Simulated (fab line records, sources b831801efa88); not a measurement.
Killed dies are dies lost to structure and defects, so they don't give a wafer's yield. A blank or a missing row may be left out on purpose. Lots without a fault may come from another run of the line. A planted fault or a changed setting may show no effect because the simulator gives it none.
Split-lot experiment | flow sfq_line | 5 lots, 27 wafers read, on a route of 325 steps

THE SPLIT
At SFQ_TRILAYER_INCOMING_OXIDATION_002 (target thk 500 nm, ox time 4939 s), the setting ox_time_s was moved away from the recipe's 4939 s on 12 of the 27 wafers read, by +22.4% to +27.9%. The other wafers ran this setting at the recipe's value.

The reading is taken at the split's own step.

THE READING
SiO2_of_TRILAYER_INCOMING_OXIDATION_002.thk_nm (the simulator's own value, which no gauge read), in nm, at SFQ_TRILAYER_INCOMING_OXIDATION_002 (target thk 500 nm, ox time 4939 s). The file gives no usual value for it. The 15 wafers here that ran the recipe average 504.8 nm, standard deviation 16 nm.

wafer  | tool, chamber at the split | ox_time_s as run, s | against the recipe | SiO2_of_TRILAYER_INCOMING_OXIDATION_002.thk_nm, nm | against lot-mates on the recipe
L075.1 | -, -                       | 4939                | recipe             | 519.8                                              | -
L075.2 | -, -                       | 4939                | recipe             | 512.1                                              | -
L075.3 | -, -                       | 4939                | recipe             | 515.6                                              | -
L075.4 | -, -                       | 4939                | recipe             | 516.7                                              | -
L075.5 | -, -                       | 4939                | recipe             | 517.3                                              | -
L075.6 | -, -                       | 4939                | recipe             | 528                                                | -
L078.1 | -, -                       | 6044                | +22.4%             | 565.7                                              | no lot-mate on the recipe
L078.2 | -, -                       | 6044                | +22.4%             | 561.8                                              | no lot-mate on the recipe
L078.3 | -, -                       | 6044                | +22.4%             | 557.8                                              | no lot-mate on the recipe
L078.4 | -, -                       | 6044                | +22.4%             | 563.7                                              | no lot-mate on the recipe
L078.5 | -, -                       | 6044                | +22.4%             | 569.5                                              | no lot-mate on the recipe
L078.6 | -, -                       | 6044                | +22.4%             | 567.5                                              | no lot-mate on the recipe
L081.1 | -, -                       | 4939                | recipe             | 507.4                                              | -
L081.2 | -, -                       | 4939                | recipe             | 498.7                                              | -
L081.3 | -, -                       | 4939                | recipe             | 509.1                                              | -
L081.4 | -, -                       | 4939                | recipe             | 506.5                                              | -
L081.5 | -, -                       | 4939                | recipe             | 507.9                                              | -
L081.6 | -, -                       | 4939                | recipe             | 502.9                                              | -
L082.3 | furnace-01, 0              | 4939                | recipe             | 472.8                                              | -
L082.4 | furnace-01, 0              | 4939                | recipe             | 476.9                                              | -
L082.5 | furnace-01, 0              | 4939                | recipe             | 480.7                                              | -
L085.1 | -, -                       | 6318                | +27.9%             | 605.5                                              | no lot-mate on the recipe
L085.2 | -, -                       | 6318                | +27.9%             | 614.5                                              | no lot-mate on the recipe
L085.3 | -, -                       | 6318                | +27.9%             | 606.5                                              | no lot-mate on the recipe
L085.4 | -, -                       | 6318                | +27.9%             | 609.7                                              | no lot-mate on the recipe
L085.5 | -, -                       | 6318                | +27.9%             | 599.7                                              | no lot-mate on the recipe
L085.6 | -, -                       | 6318                | +27.9%             | 612.1                                              | no lot-mate on the recipe

THE FIT
A straight line over all 27 wafers: SiO2_of_TRILAYER_INCOMING_OXIDATION_002.thk_nm changes by +3.33 nm for each +1% of ox_time_s; r = +0.94; the points scatter about the line by 15 nm.
Too few moved wafers have a lot-mate on the recipe to fit a line with each lot's own level taken away.

THE FILE'S OWN FIT
SiO2_of_TRILAYER_INCOMING_OXIDATION_002.thk_nm changes by +3.33 nm for each +1% of ox_time_s, r = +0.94.
